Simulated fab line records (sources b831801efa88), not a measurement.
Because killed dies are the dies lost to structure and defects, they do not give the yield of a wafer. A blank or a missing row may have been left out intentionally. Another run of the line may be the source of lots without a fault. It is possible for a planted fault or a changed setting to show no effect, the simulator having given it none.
A struck lot beside a sound one / flow sky130 / 17 out of 708 route steps
Sound: wafers L497.2, L497.4, L497.5. The struck wafers were L503.1, L503.3, L503.5. The cause is named last.
Order at every step that has rows: each side's tool, ch and its chambers, its first start. Under that, the readings that differ: sound wafers / struck wafers / difference of the means / sigmas: that difference in standard deviations of wafers without a fault.
alike: a reading whose means differ by less than 2 such deviations, as well as words and numbers matching on both sides. not compared: withheld readings; readings where some wafer has no value; bounds like >300 that might hide an equal value; numbers whose values overlap and for which the record gives no deviation.
The two part at a step that has a row with sigmas, a row that says differs or no value, or rows on one side only. When numbers do not overlap yet have no deviation, they are printed without sigmas and do not part them. A reading that every wafer of one side lacks parts them only if that side has two wafers or more.

first, 1 step without rows for these wafers: SKY_VT_ADJUST_NCORE_IMPLANT_09.
SKY_VT_ADJUST_NCORE_STRIP_10: strips in O2/N2.
  sound on plasma_asher-02 ch 0,1, day 9 15:50; struck on plasma_asher-02 ch 0,1, day 11 16:17
  alike: drypump_motor_current_A, oes_product_au, strip_time_to_endpoint_s
  not compared: rf_hours_counter_h
SKY_VT_ADJUST_NCORE_TW_MEAS_11:
  struck on film_metro-01, day 11 16:23; sound on film_metro-01, day 9 15:56
  alike: VT_ADJUST_NCORE_TW
then, 7 steps without rows for these wafers: SKY_VT_ADJUST_HVTR_DEHYDRATE_00 (time 60 s); SKY_VT_ADJUST_HVTR_HMDS_01 (prime time 60 s); SKY_VT_ADJUST_HVTR_COAT_02 (resist thk 1140 nm); SKY_VT_ADJUST_HVTR_SOFTBAKE_03 (time 60 s); SKY_VT_ADJUST_HVTR_EXPOSE_04 (exposes mask HVTRM, target cd 380 nm); SKY_VT_ADJUST_HVTR_PEB_05; SKY_VT_ADJUST_HVTR_DEVELOP_06 (develop time 60 s).
SKY_VT_ADJUST_HVTR_CD_MEAS_07: target cd 380 nm.
  struck on cd_sem-02, day 12 16:25; sound on cd_sem-02, day 10 14:20
  alike: cd_nm
SKY_VT_ADJUST_HVTR_OVL_MEAS_08:
  struck on overlay-01, day 12 16:32; sound on overlay-02, day 10 14:26
  alike: VT_ADJUST_HVTR_OVL
SKY_VT_ADJUST_HVTR_IMPLANT_09:
  sound on implanter-04 ch 0, day 10 14:29; struck on implanter-01 ch 0, day 12 16:34
reading=dose_ions_cm2; sound=2.0981e+12 2.1011e+12 2.0979e+12; struck=3.1329e+12 3.1307e+12 3.1335e+12; difference=+1.0333e+12; sigmas=+99 or more
reading=faraday_current_uA; sound=11.97 11.73 11.70; struck=17.55 17.64 17.56; difference=+5.78; sigmas=+22
SKY_VT_ADJUST_HVTR_STRIP_10: strips in O2/N2.
  sound on plasma_asher-03 ch 0,1, day 10 14:37; struck on plasma_asher-04 ch 1, day 12 16:43
  alike: drypump_motor_current_A, oes_product_au, strip_time_to_endpoint_s
  not compared: rf_hours_counter_h
SKY_VT_ADJUST_HVTR_TW_MEAS_11:
  struck on film_metro-01, day 12 16:49; sound on film_metro-03, day 10 14:43
reading=VT_ADJUST_HVTR_TW; sound=209.8 210.4 209.7; struck=236.5 235.9 235.6; difference=+26.0; sigmas=+17
then, 1 step without rows for these wafers: SKY_VT_ADJUST_PCH_DEHYDRATE_00 (time 60 s).
-- a jump in the record: the struck wafers' starts before and after are 36 days apart (it breaks off in module VT_ADJUST_PCH and resumes in module PAD_OPEN, where the first step shown is number 708 of the route) --
SKY_PAD_OPEN_PROBE_99:
  struck on prober-01, day 48 13:19; sound on prober-02, day 46 18:17
reading=model.etest.pfet_01v8_mvt.drive_ua_um; sound=159.4 160.9 159.1; struck=171.5 172.5 171.8; difference=+12.1; sigmas=
reading=model.etest.pfet_01v8_mvt.off_log10_a_um; sound=-10.17 -10.07 -10.17; struck=-8.663 -8.596 -8.676; difference=+1.492; sigmas=
reading=model.etest.pfet_01v8_mvt.vt_sat_v (V); sound=-0.5269 -0.5311 -0.5315; struck=-0.3738 -0.3671 -0.3624; difference=+0.1621; sigmas=
reading=model.etest.pfet_01v8_mvt.vt_v (V); sound=-0.6174 -0.6193 -0.619; struck=-0.4889 -0.4789 -0.4777; difference=+0.1367; sigmas=
reading=model.etest.pfet_01v8_mvt.vt_long_v (V); sound=-0.8234 -0.8238 -0.826; struck=-0.7281 -0.7182 -0.7158; difference=+0.1037; sigmas=
reading=model.etest.pfet_01v8_mvt.body_rise_v (V); sound=-0.1943 -0.1915 -0.1908; struck=-0.2038 -0.2027 -0.2027; difference=-0.0109; sigmas=
  alike: killed_at_M0_to_M3, killed_at_M4_up, killed_at_contacts, killed_at_front_end, killed_at_other, killed_dies, killed_open, killed_short

## WHERE THEY PART
First at SKY_VT_ADJUST_HVTR_IMPLANT_09; last, within this record, at SKY_VT_ADJUST_HVTR_TW_MEAS_11. Later steps at which nothing parts them and some readings are alike: SKY_PAD_OPEN_PROBE_99.

WHY: whatever the simulator had introduced
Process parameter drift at SKY_VT_ADJUST_HVTR_IMPLANT_09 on implanter-01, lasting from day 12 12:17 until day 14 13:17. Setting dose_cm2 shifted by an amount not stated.
